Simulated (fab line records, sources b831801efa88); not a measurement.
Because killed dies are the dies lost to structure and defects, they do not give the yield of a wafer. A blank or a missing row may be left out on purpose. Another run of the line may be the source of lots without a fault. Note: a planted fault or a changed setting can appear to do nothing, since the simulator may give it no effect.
Split-lot study || flow sky130 || route with 708 steps; 5 lots, 23 wafers read

ABOUT THE SPLIT
At SKY_VT_ADJUST_HVTR_COAT_02 (resist thk 1140 nm), the setting spinRpm was moved away from the recipe's 3000 rpm on 10 of the 23 wafers read, by -3.5% to +5.3%. This setting was run at the recipe's value on the other wafers.

The reading comes from the split's own step.

THE READING
NOVOLAK_of_VT_ADJUST_HVTR_COAT_02.thkNm (the simulator's own value, which no gauge read), in nm, at SKY_VT_ADJUST_HVTR_COAT_02 (resist thk 1140 nm). No usual value for it is given in the file. Here, 13 wafers ran the recipe; their average is 1140 nm with a standard deviation of 3.1 nm.

{"wafer": "L074.1", "tool, chamber at the split": "lithoTrack-02, 0", "spinRpm as run, rpm": 2894, "against the recipe": "-3.5%", "NOVOLAK_of_VT_ADJUST_HVTR_COAT_02.thkNm, nm": 1164, "against lot-mates on the recipe": "+21"}
{"wafer": "L074.2", "tool, chamber at the split": "lithoTrack-02, 0", "spinRpm as run, rpm": 3000, "against the recipe": "recipe", "NOVOLAK_of_VT_ADJUST_HVTR_COAT_02.thkNm, nm": 1140, "against lot-mates on the recipe": "-"}
{"wafer": "L074.3", "tool, chamber at the split": "lithoTrack-02, 0", "spinRpm as run, rpm": 3000, "against the recipe": "recipe", "NOVOLAK_of_VT_ADJUST_HVTR_COAT_02.thkNm, nm": 1146, "against lot-mates on the recipe": "-"}
{"wafer": "L074.4", "tool, chamber at the split": "lithoTrack-02, 0", "spinRpm as run, rpm": 2894, "against the recipe": "-3.5%", "NOVOLAK_of_VT_ADJUST_HVTR_COAT_02.thkNm, nm": 1162, "against lot-mates on the recipe": "+19"}
{"wafer": "L074.6", "tool, chamber at the split": "lithoTrack-02, 0", "spinRpm as run, rpm": 2894, "against the recipe": "-3.5%", "NOVOLAK_of_VT_ADJUST_HVTR_COAT_02.thkNm, nm": 1161, "against lot-mates on the recipe": "+18"}
{"wafer": "L076.2", "tool, chamber at the split": "lithoTrack-03, 0", "spinRpm as run, rpm": 3157, "against the recipe": "+5.2%", "NOVOLAK_of_VT_ADJUST_HVTR_COAT_02.thkNm, nm": 1112, "against lot-mates on the recipe": -30}
{"wafer": "L076.3", "tool, chamber at the split": "lithoTrack-03, 0", "spinRpm as run, rpm": 3157, "against the recipe": "+5.2%", "NOVOLAK_of_VT_ADJUST_HVTR_COAT_02.thkNm, nm": 1111, "against lot-mates on the recipe": -30}
{"wafer": "L076.4", "tool, chamber at the split": "lithoTrack-03, 0", "spinRpm as run, rpm": 3157, "against the recipe": "+5.2%", "NOVOLAK_of_VT_ADJUST_HVTR_COAT_02.thkNm, nm": 1114, "against lot-mates on the recipe": -28}
{"wafer": "L076.5", "tool, chamber at the split": "lithoTrack-03, 0", "spinRpm as run, rpm": 3000, "against the recipe": "recipe", "NOVOLAK_of_VT_ADJUST_HVTR_COAT_02.thkNm, nm": 1141, "against lot-mates on the recipe": "-"}
{"wafer": "L076.6", "tool, chamber at the split": "lithoTrack-03, 0", "spinRpm as run, rpm": 3000, "against the recipe": "recipe", "NOVOLAK_of_VT_ADJUST_HVTR_COAT_02.thkNm, nm": 1142, "against lot-mates on the recipe": "-"}
{"wafer": "L078.1", "tool, chamber at the split": "lithoTrack-03, 0", "spinRpm as run, rpm": 3000, "against the recipe": "recipe", "NOVOLAK_of_VT_ADJUST_HVTR_COAT_02.thkNm, nm": 1135, "against lot-mates on the recipe": "-"}
{"wafer": "L078.3", "tool, chamber at the split": "lithoTrack-03, 0", "spinRpm as run, rpm": 3000, "against the recipe": "recipe", "NOVOLAK_of_VT_ADJUST_HVTR_COAT_02.thkNm, nm": 1135, "against lot-mates on the recipe": "-"}
{"wafer": "L078.2", "tool, chamber at the split": "lithoTrack-03, 0", "spinRpm as run, rpm": 3000, "against the recipe": "recipe", "NOVOLAK_of_VT_ADJUST_HVTR_COAT_02.thkNm, nm": 1137, "against lot-mates on the recipe": "-"}
{"wafer": "L078.4", "tool, chamber at the split": "lithoTrack-03, 0", "spinRpm as run, rpm": 3158, "against the recipe": "+5.3%", "NOVOLAK_of_VT_ADJUST_HVTR_COAT_02.thkNm, nm": 1111, "against lot-mates on the recipe": -25}
{"wafer": "L078.6", "tool, chamber at the split": "lithoTrack-03, 0", "spinRpm as run, rpm": 3158, "against the recipe": "+5.3%", "NOVOLAK_of_VT_ADJUST_HVTR_COAT_02.thkNm, nm": 1109, "against lot-mates on the recipe": -27}
{"wafer": "L080.2", "tool, chamber at the split": "lithoTrack-04, 0", "spinRpm as run, rpm": 3000, "against the recipe": "recipe", "NOVOLAK_of_VT_ADJUST_HVTR_COAT_02.thkNm, nm": 1143, "against lot-mates on the recipe": "-"}
{"wafer": "L080.4", "tool, chamber at the split": "lithoTrack-04, 0", "spinRpm as run, rpm": 3000, "against the recipe": "recipe", "NOVOLAK_of_VT_ADJUST_HVTR_COAT_02.thkNm, nm": 1143, "against lot-mates on the recipe": "-"}
{"wafer": "L080.6", "tool, chamber at the split": "lithoTrack-04, 0", "spinRpm as run, rpm": 3000, "against the recipe": "recipe", "NOVOLAK_of_VT_ADJUST_HVTR_COAT_02.thkNm, nm": 1142, "against lot-mates on the recipe": "-"}
{"wafer": "L084.1", "tool, chamber at the split": "lithoTrack-03, 0", "spinRpm as run, rpm": 2904, "against the recipe": "-3.2%", "NOVOLAK_of_VT_ADJUST_HVTR_COAT_02.thkNm, nm": 1159, "against lot-mates on the recipe": "+20"}
{"wafer": "L084.2", "tool, chamber at the split": "lithoTrack-03, 0", "spinRpm as run, rpm": 2904, "against the recipe": "-3.2%", "NOVOLAK_of_VT_ADJUST_HVTR_COAT_02.thkNm, nm": 1157, "against lot-mates on the recipe": "+18"}
{"wafer": "L084.3", "tool, chamber at the split": "lithoTrack-03, 0", "spinRpm as run, rpm": 3000, "against the recipe": "recipe", "NOVOLAK_of_VT_ADJUST_HVTR_COAT_02.thkNm, nm": 1139, "against lot-mates on the recipe": "-"}
{"wafer": "L084.4", "tool, chamber at the split": "lithoTrack-03, 0", "spinRpm as run, rpm": 3000, "against the recipe": "recipe", "NOVOLAK_of_VT_ADJUST_HVTR_COAT_02.thkNm, nm": 1139, "against lot-mates on the recipe": "-"}
{"wafer": "L084.6", "tool, chamber at the split": "lithoTrack-03, 0", "spinRpm as run, rpm": 3000, "against the recipe": "recipe", "NOVOLAK_of_VT_ADJUST_HVTR_COAT_02.thkNm, nm": 1139, "against lot-mates on the recipe": "-"}

FIT RESULTS
A straight line over all 23 wafers: NOVOLAK_of_VT_ADJUST_HVTR_COAT_02.thkNm changes by -5.66 nm for each +1% of spinRpm; r = -0.99; the points scatter about the line by 2.7 nm.
The same after taking each lot's own level away (the mean of its wafers on the recipe; 23 wafers): -5.41 nm for each +1%; r = -0.99; scatter 1.6 nm.
That fit puts the effect of the largest move of spinRpm on the reading at 28 nm.
The span of the lots' own levels, 1135.7 to 1143.0 nm, comes to 2.4 times the standard deviation stated above.
The two slopes are in agreement: the lot-to-lot level therefore moves the slope only a little.
Check: with one of the wafers moved furthest among these (+5.3%) left out of the fit, the line predicts -28.9 nm for it against its lot-mates. Against them it came out at -24.7 nm.

THESE WAFERS: OTHER SPLITS
Before the reading, these wafers also passed through other splits. Each is held against what the fit with the lots' levels taken away leaves over:
{"other split on the same wafers": "SKY_NWELL_IMPLANT_24 doseCm2", "wafers away from the commonest value": 8, "r with NOVOLAK_of_VT_ADJUST_HVTR_COAT_02.thkNm (lot level and that fit taken away)": "+0.15"}
{"other split on the same wafers": "SKY_VT_ADJUST_LVTN_COAT_02 resistThkNm", "wafers away from the commonest value": 9, "r with NOVOLAK_of_VT_ADJUST_HVTR_COAT_02.thkNm (lot level and that fit taken away)": -0.11}

THE WHOLE CHAIN: every reading that the file lists as answering this split, in the file's order
{"step": "SKY_VT_ADJUST_HVTR_COAT_02", "what it does": "resist thk 1140 nm", "reading": "NOVOLAK_of_VT_ADJUST_HVTR_COAT_02.thkNm (the simulator's own value, which no gauge read)", "change (the file's fit)": "-5.36 nm for each +1% of the setting", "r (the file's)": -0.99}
{"step": "SKY_VT_ADJUST_HVTR_STRIP_10", "what it does": "strips in O2/N2", "reading": "stripTimeToEndpointS", "change (the file's fit)": "withheld for each +1% of the setting", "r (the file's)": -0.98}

THE FILE'S OWN FIT
NOVOLAK_of_VT_ADJUST_HVTR_COAT_02.thkNm changes by -5.36 nm for each +1% of spinRpm, r = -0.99.
